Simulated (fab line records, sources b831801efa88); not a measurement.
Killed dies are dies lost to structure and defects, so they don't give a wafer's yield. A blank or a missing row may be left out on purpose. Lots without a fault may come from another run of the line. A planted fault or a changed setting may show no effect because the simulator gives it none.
Which tool did it? | flow gf180mcu | 14 lots, 42 wafers sampled, at 5 steps of a route of 602

WHAT THE GAUGES READ, wafer by wafer
GF_SAB_THK_MEAS_01.
lot  | measured     | on            | SAB_CVD_00_THK (nm)
L432 | day 14 05:44 | film_metro-02 | 49.2 50.1 50.2
L433 | day 14 10:38 | film_metro-03 | 49.6 50.3 49.7
L434 | day 14 18:55 | film_metro-04 | 49.2 49.6 50.8
L435 | day 15 10:52 | film_metro-03 | 49.5 49.4 50.4
L436 | day 15 19:22 | film_metro-03 | 48.6 49.4 51.1
L438 | day 16 15:04 | film_metro-04 | 50.1 49.7 49.8
L437 | day 16 16:23 | film_metro-04 | 50.0 51.2 49.9
L440 | day 17 03:29 | film_metro-04 | 50.6 50.2 49.9
L441 | day 17 13:15 | film_metro-02 | 49.4 50.4 50.5
L443 | day 18 09:23 | film_metro-04 | 48.6 50.9 49.3
L444 | day 18 10:55 | film_metro-02 | 50.2 50.4 49.1
L445 | day 19 01:16 | film_metro-03 | 99.0 101.1 101.5
L448 | day 19 22:45 | film_metro-04 | 101.0 102.1 103.6
L450 | day 20 11:13 | film_metro-02 | 99.5 102.8 100.2

GF_SALICIDE_THK_MEAS_05: measures by xrf.
lot  | measured     | on            | SALICIDE_TIN_THK (nm)
L432 | day 15 03:18 | film_metro-01 | 19.8 19.2 19.4
L433 | day 15 07:49 | film_metro-02 | 20.2 20.3 19.9
L434 | day 15 16:19 | film_metro-03 | 19.7 19.1 20.1
L435 | day 16 09:52 | film_metro-02 | 20.2 19.7 20.1
L436 | day 16 18:41 | film_metro-02 | 19.3 19.4 19.7
L438 | day 17 13:17 | film_metro-01 | 19.9 19.6 20.1
L437 | day 17 14:39 | film_metro-01 | 19.9 19.6 19.5
L440 | day 18 02:22 | film_metro-03 | 20.1 19.6 20.2
L441 | day 18 13:14 | film_metro-03 | 19.6 19.4 20.1
L443 | day 19 09:50 | film_metro-02 | 19.7 19.5 19.7
L444 | day 19 11:36 | film_metro-02 | 19.5 19.3 19.3
L445 | day 20 02:26 | film_metro-01 | 19.6 19.4 19.4
L448 | day 20 22:56 | film_metro-03 | 19.6 20.0 20.0
L450 | day 21 11:29 | film_metro-02 | 20.1 19.5 20.1

GF_CONTACT_THK_MEAS_03.
lot  | measured     | on            | CONTACT_CVD_02_THK (nm)
L432 | day 15 03:49 | film_metro-03 | 851 867 871
L433 | day 15 08:20 | film_metro-04 | 866 871 867
L434 | day 15 16:56 | film_metro-04 | 848 857 869
L435 | day 16 10:23 | film_metro-01 | 857 859 859
L436 | day 16 19:13 | film_metro-03 | 851 868 877
L438 | day 17 13:49 | film_metro-03 | 858 867 865
L437 | day 17 15:11 | film_metro-01 | 861 879 883
L440 | day 18 02:54 | film_metro-03 | 878 872 869
L441 | day 18 13:47 | film_metro-01 | 862 877 884
L443 | day 19 10:22 | film_metro-04 | 845 881 861
L444 | day 19 12:08 | film_metro-01 | 850 876 866
L445 | day 20 03:05 | film_metro-03 | 861 862 863
L448 | day 20 23:34 | film_metro-03 | 868 884 856
L450 | day 21 12:01 | film_metro-03 | 856 881 882

GF_CONTACT_BOW_MEAS_05.
lot  | measured     | on            | CONTACT_BOW (um)
L432 | day 15 04:11 | film_metro-01 | 50 66 65
L433 | day 15 08:42 | film_metro-03 | 69 60 59
L434 | day 15 17:35 | film_metro-03 | 64 69 60
L435 | day 16 10:45 | film_metro-04 | 65 68 69
L436 | day 16 19:35 | film_metro-04 | 55 69 74
L438 | day 17 14:10 | film_metro-04 | 54 57 59
L437 | day 17 15:33 | film_metro-01 | 64 68 61
L440 | day 18 03:17 | film_metro-04 | 63 59 63
L441 | day 18 14:09 | film_metro-01 | 71 66 69
L443 | day 19 10:44 | film_metro-01 | 64 64 63
L444 | day 19 12:31 | film_metro-04 | 57 71 65
L445 | day 20 03:26 | film_metro-03 | 70 72 82
L448 | day 20 23:55 | film_metro-04 | 58 61 66
L450 | day 21 12:22 | film_metro-03 | 69 73 73

WHICH TOOL RAN EACH LOT (tool, then ch and the chambers of the sampled wafers, then the start)
lot  | GF_SAB_CVD_00
L432 | pecvd-02 ch 0,1,2, day 14 05:43
L433 | pecvd-01 ch 0,1, day 14 10:37
L434 | pecvd-04 ch 0,1,2, day 14 18:53
L435 | pecvd-04 ch 0,1, day 15 10:50
L436 | pecvd-02 ch 0,1,2, day 15 19:18
L438 | pecvd-02 ch 0,1,2, day 16 15:03
L437 | pecvd-01 ch 0,1,2, day 16 16:21
L440 | pecvd-02 ch 0,1,2, day 17 03:27
L441 | pecvd-04 ch 1,2, day 17 13:14
L443 | pecvd-01 ch 1,2, day 18 09:22
L444 | pecvd-01 ch 0,1,2, day 18 10:52
L445 | pecvd-04 ch 1,2, day 19 01:04
L448 | pecvd-01 ch 0,1, day 19 22:33
L450 | pecvd-04 ch 1,2, day 20 11:01
- GF_SAB_CVD_00: deposits SiO2 from TEOS, target thk 50 nm, time 4.9302 s.

WHAT THE TOOLS THEMSELVES READ (means of the sampled wafers that have a number; where no wafer has one, the mark that the record gives instead)
GF_SAB_CVD_00.
lot  | tool     | heater_power_w (W)
L432 | pecvd-02 | 730
L433 | pecvd-01 | 649
L434 | pecvd-04 | 731
L435 | pecvd-04 | 746
L436 | pecvd-02 | 698
L438 | pecvd-02 | 724
L437 | pecvd-01 | 723
L440 | pecvd-02 | 666
L441 | pecvd-04 | 730
L443 | pecvd-01 | 698
L444 | pecvd-01 | 725
L445 | pecvd-04 | 718
L448 | pecvd-01 | 639
L450 | pecvd-04 | 704

THE ANSWER, worked out from the rows above alone
Rule: what is usual is taken from the lots themselves. Put in order of their means at a reading, lots are off if they are a third of the lots or fewer, leave a main group of 4 or more, and stand apart from it by a gap of 3 or more times the standard deviation of the main group's means; of several such gaps the widest counts. A main group whose means are all the same, to the digits that the tables above print for the reading, isn't used. A lot without any number at a reading at which 4 lots or more have one is off too. The other lots that the step has rows for count as sound. The gauges are gone through in route order, then the tools' own readings, and for those a lot's mean is taken as printed above. The first step at which some lot is off is used, and at that step the reading that is off furthest; a lot without a number counts as furthest.
Off: L445, L448, L450, at GF_SAB_THK_MEAS_01 (SAB_CVD_00_THK). The main group: mean 49.9 nm, standard deviation 0.22.
A tool fits if, at a process step before that reading, it ran every lot that is off, and no sound lot after the first of them. The gauges at GF_SAB_THK_MEAS_01 are tried like those tools. None of those tried fits.

WHAT THE SIMULATOR HAD PUT IN
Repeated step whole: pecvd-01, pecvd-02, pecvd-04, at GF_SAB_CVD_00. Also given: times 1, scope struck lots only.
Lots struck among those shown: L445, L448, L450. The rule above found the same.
